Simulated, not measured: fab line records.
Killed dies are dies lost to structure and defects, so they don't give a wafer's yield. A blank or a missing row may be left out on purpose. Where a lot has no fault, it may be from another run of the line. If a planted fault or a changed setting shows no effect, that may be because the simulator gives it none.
Which tool is to blame? | flow sky130 | 36 wafers from 12 lots sampled at 4 of the route's 708 steps

WHAT EACH GAUGE READ, for each wafer
The record lacks any reading of a measuring or inspecting step that a usual standard deviation could be used to judge.

TOOL THAT RAN EACH LOT (tool first, then ch and the chambers of the sampled wafers, then the start)
lot  | SKY_LI_CONTACT_SOFTBAKE_08        | SKY_METAL1_SPUTTER_03        | SKY_METAL1_ETCH_18                | SKY_METAL1_STRIP_20
L699 | litho-track-01 ch 0, day 28 19:00 | pvd-sputter-01, day 31 22:00 | rie-metal-01 ch 1, day 33 02:00   | plasma-asher-02 ch 1, day 33 02:10
L704 | litho-track-01 ch 0, day 30 17:00 | pvd-sputter-02, day 33 18:56 | rie-metal-01 ch 0,1, day 34 22:58 | plasma-asher-02 ch 0,1, day 34 23:07
L705 | litho-track-02 ch 0, day 30 21:00 | pvd-sputter-01, day 33 23:35 | rie-metal-02 ch 0,1, day 35 03:01 | plasma-asher-01 ch 0,1, day 35 03:10
L706 | litho-track-01 ch 0, day 31 04:00 | pvd-sputter-01, day 34 04:46 | rie-metal-03 ch 0,1, day 35 08:36 | plasma-asher-01 ch 0,1, day 35 08:46
L713 | litho-track-04 ch 0, day 33 19:00 | pvd-sputter-02, day 36 19:59 | rie-metal-03 ch 0,1, day 37 22:02 | plasma-asher-02 ch 0,1, day 37 22:13
L714 | litho-track-04 ch 0, day 34 07:00 | pvd-sputter-02, day 37 08:55 | rie-metal-02 ch 0,1, day 38 11:19 | plasma-asher-02 ch 0,1, day 38 11:29
L716 | litho-track-04 ch 0, day 35 05:00 | pvd-sputter-01, day 38 04:20 | rie-metal-01 ch 0,1, day 39 05:43 | plasma-asher-04 ch 0,1, day 39 05:53
L717 | litho-track-04 ch 0, day 35 05:00 | pvd-sputter-02, day 38 04:33 | rie-metal-03 ch 0,1, day 39 06:04 | plasma-asher-02 ch 0,1, day 39 06:13
L718 | litho-track-04 ch 0, day 35 07:00 | pvd-sputter-03, day 38 05:28 | rie-metal-01 ch 0,1, day 39 06:41 | plasma-asher-04 ch 0,1, day 39 06:52
L719 | litho-track-01 ch 0, day 35 16:00 | pvd-sputter-03, day 38 14:11 | rie-metal-02 ch 0,1, day 39 15:40 | plasma-asher-02 ch 0,1, day 39 15:49
L720 | litho-track-01 ch 0, day 35 17:00 | pvd-sputter-03, day 38 15:42 | rie-metal-01 ch 0,1, day 39 16:37 | plasma-asher-01 ch 0,1, day 39 16:46
L721 | litho-track-01 ch 0, day 36 04:00 | pvd-sputter-03, day 39 01:19 | rie-metal-01 ch 0,1, day 40 01:49 | plasma-asher-04 ch 0,1, day 40 01:58
- SKY_LI_CONTACT_SOFTBAKE_08: time 90 s.
- SKY_METAL1_SPUTTER_03: material Ti, target thk 5 nm, time 3.3 s.
- SKY_METAL1_ETCH_18: etches BARC in N2/H2, stops on SiO2, time 45.9 s, target depth 60 nm.
- SKY_METAL1_STRIP_20: strips in O2/N2.

WHAT THE TOOLS THEMSELVES READ (means of the sampled wafers that have a number; where no wafer has one, the mark that the record gives instead)
SKY_LI_CONTACT_SOFTBAKE_08.
lot  | tool           | heater-power-total-W (W) | resist-line-temp-C (C) | run-length-s (s)
L699 | litho-track-01 | 57.36                    | 23.11                  | 119.32
L704 | litho-track-01 | 58.04                    | 23.06                  | 116.19
L705 | litho-track-02 | 57.39                    | 22.98                  | 119.09
L706 | litho-track-01 | 57.93                    | 23.06                  | 116.15
L713 | litho-track-04 | 57.40                    | 22.94                  | 119.34
L714 | litho-track-04 | 57.32                    | 23.02                  | 119.30
L716 | litho-track-04 | 57.26                    | 23.03                  | 119.46
L717 | litho-track-04 | 57.30                    | 22.99                  | 119.38
L718 | litho-track-04 | 57.40                    | 23.05                  | 119.41
L719 | litho-track-01 | 57.31                    | 22.99                  | 119.31
L720 | litho-track-01 | 57.43                    | 23.03                  | 119.31
L721 | litho-track-01 | 57.48                    | 22.97                  | 119.27

SKY_METAL1_SPUTTER_03.
lot  | tool           | chamber-pressure-pa (Pa) | throttle-valve-pct (%)
L699 | pvd-sputter-01 | 0.3996                   | 29.4
L704 | pvd-sputter-02 | 0.3991                   | 28.7
L705 | pvd-sputter-01 | 0.4009                   | 29.6
L706 | pvd-sputter-01 | 0.4004                   | 29.7
L713 | pvd-sputter-02 | 0.4001                   | 29.2
L714 | pvd-sputter-02 | 0.3999                   | 29.2
L716 | pvd-sputter-01 | 0.3999                   | 29.5
L717 | pvd-sputter-02 | 0.3995                   | 28.9
L718 | pvd-sputter-03 | 0.4003                   | 31.2
L719 | pvd-sputter-03 | 0.3998                   | 30.4
L720 | pvd-sputter-03 | 0.3999                   | 30.4
L721 | pvd-sputter-03 | 0.3995                   | 30.9

SKY_METAL1_ETCH_18.
lot  | tool         | drypump-motor-current-A (A) | oes-product-au (a.u.) | throttle-valve-pct (%)
L699 | rie-metal-01 | 5.3                         | 0.854                 | 13.220
L704 | rie-metal-01 | 6.0                         | 0.851                 | 13.231
L705 | rie-metal-02 | 5.6                         | 0.855                 | 13.222
L706 | rie-metal-03 | 5.8                         | 0.853                 | 13.234
L713 | rie-metal-03 | 5.8                         | 0.850                 | 13.227
L714 | rie-metal-02 | 5.7                         | 0.852                 | 13.225
L716 | rie-metal-01 | 5.7                         | 0.858                 | 13.222
L717 | rie-metal-03 | 5.9                         | 0.855                 | 13.230
L718 | rie-metal-01 | 5.7                         | 0.849                 | 13.235
L719 | rie-metal-02 | 5.7                         | 0.857                 | 13.223
L720 | rie-metal-01 | 5.7                         | 0.859                 | 13.226
L721 | rie-metal-01 | 5.7                         | 0.858                 | 13.216

SKY_METAL1_STRIP_20.
lot  | tool            | drypump-motor-current-A (A) | oes-product-au (a.u.) | strip-time-to-endpoint-s (s)
L699 | plasma-asher-02 | 6.3                         | 0.343                 | 2.69
L704 | plasma-asher-02 | 6.3                         | 0.341                 | 2.72
L705 | plasma-asher-01 | 5.6                         | 0.339                 | 2.63
L706 | plasma-asher-01 | 5.9                         | 0.346                 | 2.74
L713 | plasma-asher-02 | 6.4                         | 0.344                 | 2.72
L714 | plasma-asher-02 | 6.4                         | 0.334                 | 2.61
L716 | plasma-asher-04 | 5.1                         | 0.349                 | 2.70
L717 | plasma-asher-02 | 6.3                         | 0.341                 | 2.72
L718 | plasma-asher-04 | 5.1                         | 0.340                 | 2.66
L719 | plasma-asher-02 | 6.3                         | 0.344                 | 2.67
L720 | plasma-asher-01 | 5.9                         | 0.342                 | 2.66
L721 | plasma-asher-04 | 5.2                         | 0.341                 | 2.70

THE ANSWER, worked out from the rows above alone
Rule: the usual values come from the lots themselves. Put in order of their means at a reading, lots are off if they are a third of the lots or fewer, leave a main group of 4 or more, and stand apart from it by a gap of 3 or more times the standard deviation of the main group's means; of several such gaps the widest counts. Not used: any main group whose means are identical at the precision the tables above print for the reading. Also off: a lot with no number at a reading for which 4 or more lots have one. Where the step has rows for the other lots, those lots are counted as sound. First the gauges in route order, then the tools' own readings, where a lot's mean is used as printed above. The first step at which some lot is off is used, and at that step the reading that is off furthest; a lot without a number counts as furthest.
Off at SKY_LI_CONTACT_SOFTBAKE_08 (run-length-s): L704, L706. For the main group the mean is 119.32 s and the standard deviation 0.094.
A tool fits if, at that step or a process step before it, it ran every lot that is off, and no sound lot after the first of them. Of those tried, none fits.

WHAT WAS PUT IN BY THE SIMULATOR
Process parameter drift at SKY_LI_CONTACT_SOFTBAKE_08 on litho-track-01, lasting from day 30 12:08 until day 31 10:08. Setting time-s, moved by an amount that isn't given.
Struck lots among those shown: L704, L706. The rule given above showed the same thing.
